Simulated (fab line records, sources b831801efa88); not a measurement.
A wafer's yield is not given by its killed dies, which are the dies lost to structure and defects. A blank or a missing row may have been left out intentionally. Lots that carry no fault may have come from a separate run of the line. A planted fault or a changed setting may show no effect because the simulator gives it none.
Comparing a struck lot with a sound one	flow gf180mcu	27 steps out of a route of 602
Sound: wafers L678.1, L678.4, L678.5. Wafers L685.1, L685.4, L685.6 were the ones struck. Last of all comes the cause.
For every step that has rows: the tool of each side, followed by ch and its chambers, followed by its first start. Under that, the readings that differ: sound wafers	struck wafers	difference of the means	sigmas: that difference in standard deviations of wafers without a fault.
alike: same words and numbers on both sides, and readings whose means sit less than 2 such deviations apart. not compared: any withheld reading, any reading some wafer has no value for, any bound like >300 that may hide the same value, and any number with overlapping values for which the record gives no deviation.
The two part at a step that has a row with sigmas, a row that says differs or no value, or rows on one side only. Numbers that have no deviation but don't overlap get no sigmas and don't part them. Lack of a reading on every wafer of one side parts them only where that side has two or more wafers.

GF_HV_LDD_ETCHBACK_58: etches Si3N4 in CH3F/O2, stops on SiO2, time 100 s, target depth 90 nm.
  sound on rie_diel-01 ch 0,1,3, day 14 04:59; struck on rie_diel-01 ch 0,1, day 16 02:06
  alike: drypump_motor_current_A, oes_product_au, throttle_valve_pct
  not compared: rf_hours_counter_h
then, 7 steps without rows for these wafers: GF_NSD_DEHYDRATE_00 (time 60 s); GF_NSD_HMDS_01 (prime time 60 s); GF_NSD_COAT_02 (resist thk 1000 nm); GF_NSD_SOFTBAKE_03 (time 60 s); GF_NSD_EXPOSE_04 (exposes mask Nplus, target cd 400 nm); GF_NSD_PEB_05; GF_NSD_DEVELOP_06 (develop time 60 s).
GF_NSD_CD_MEAS_07: the cd target is 400 nm.
  sound on cd_sem-02 at day 15 01:20; struck on cd_sem-01 at day 17 00:56
reading	sound	struck	difference	sigmas
cd_nm (nm)	400.2 402.2 403.0	396.6 400.2 395.6	-4.3	-2
GF_NSD_OVL_MEAS_08:
  sound on overlay-01 at day 15 01:28; struck on overlay-02 at day 17 01:04
  alike: NSD_OVL
then, 2 steps without rows for these wafers: GF_NSD_IMPLANT_09; GF_NSD_IMPLANT_10.
GF_NSD_STRIP_11: strips in O2/N2.
  sound on plasma_asher-04 ch 0,1, day 15 01:48; struck on plasma_asher-04 ch 0,1, day 17 01:24
  no value came back on the struck wafers for any of 6 readings (chamber_pressure_mTorr (mTorr), drypump_motor_current_A (A) and others); on the sound wafers chamber_pressure_mTorr (mTorr) reads 1500.1 1498.7 1499.3
reading	sound	struck	difference	sigmas
model.NOVOLAK_of_NSD_COAT_02.thk_nm (nm)	0 0 0	1007 1001 1002	+1003	
  not compared: rf_hours_counter_h
GF_NSD_TW_MEAS_12:
  sound on film_metro-03 at day 15 01:54; struck on film_metro-01 at day 17 01:30
  alike: NSD_TW
then, 7 steps without rows for these wafers: GF_PSD_DEHYDRATE_00 (time 60 s); GF_PSD_HMDS_01 (prime time 60 s); GF_PSD_COAT_02 (resist thk 1000 nm); GF_PSD_SOFTBAKE_03 (time 60 s); GF_PSD_EXPOSE_04 (exposes mask Pplus, target cd 400 nm); GF_PSD_PEB_05; GF_PSD_DEVELOP_06 (develop time 60 s).
GF_PSD_CD_MEAS_07: the cd target is 400 nm.
  sound on cd_sem-02 at day 15 23:37; struck on cd_sem-01 at day 18 00:28
  alike: cd_nm
GF_PSD_OVL_MEAS_08:
  sound on overlay-01 at day 15 23:44; struck on overlay-01 at day 18 00:35
  alike: PSD_OVL
following that, these wafers have no rows for 1 step: GF_PSD_IMPLANT_09.
GF_PSD_STRIP_10: strips in O2/N2.
  sound on plasma_asher-03 ch 0,1, day 15 23:55; struck on plasma_asher-02 ch 0,1, day 18 00:46
reading	sound	struck	difference	sigmas
oes_product_au (a.u.)	0.591 0.585 0.595	0.658 0.651 0.655	+0.064	+15
strip_time_to_endpoint_s (s)	16.47 16.50 16.50	31.58 31.49 31.52	+15.04	+99 or more
  alike: chamber_pressure_mTorr, drypump_motor_current_A, heater_power_w, o2_flow_sccm
  not compared: rf_hours_counter_h
GF_PSD_TW_MEAS_11:
  sound on film_metro-03 at day 16 00:01; struck on film_metro-03 at day 18 00:52
reading	sound	struck	difference	sigmas
PSD_TW	3199 3206 3205	31 30 30	-3173	-99 or more
then, 1 step without rows for these wafers: GF_PSD_CLEAN_12 (cleans in SC1/SC2, time 150 s).

== WHERE THEY PART ==
Earliest at GF_NSD_CD_MEAS_07; latest, in this record, at GF_PSD_TW_MEAS_11.

WHY: the cause the simulator had injected
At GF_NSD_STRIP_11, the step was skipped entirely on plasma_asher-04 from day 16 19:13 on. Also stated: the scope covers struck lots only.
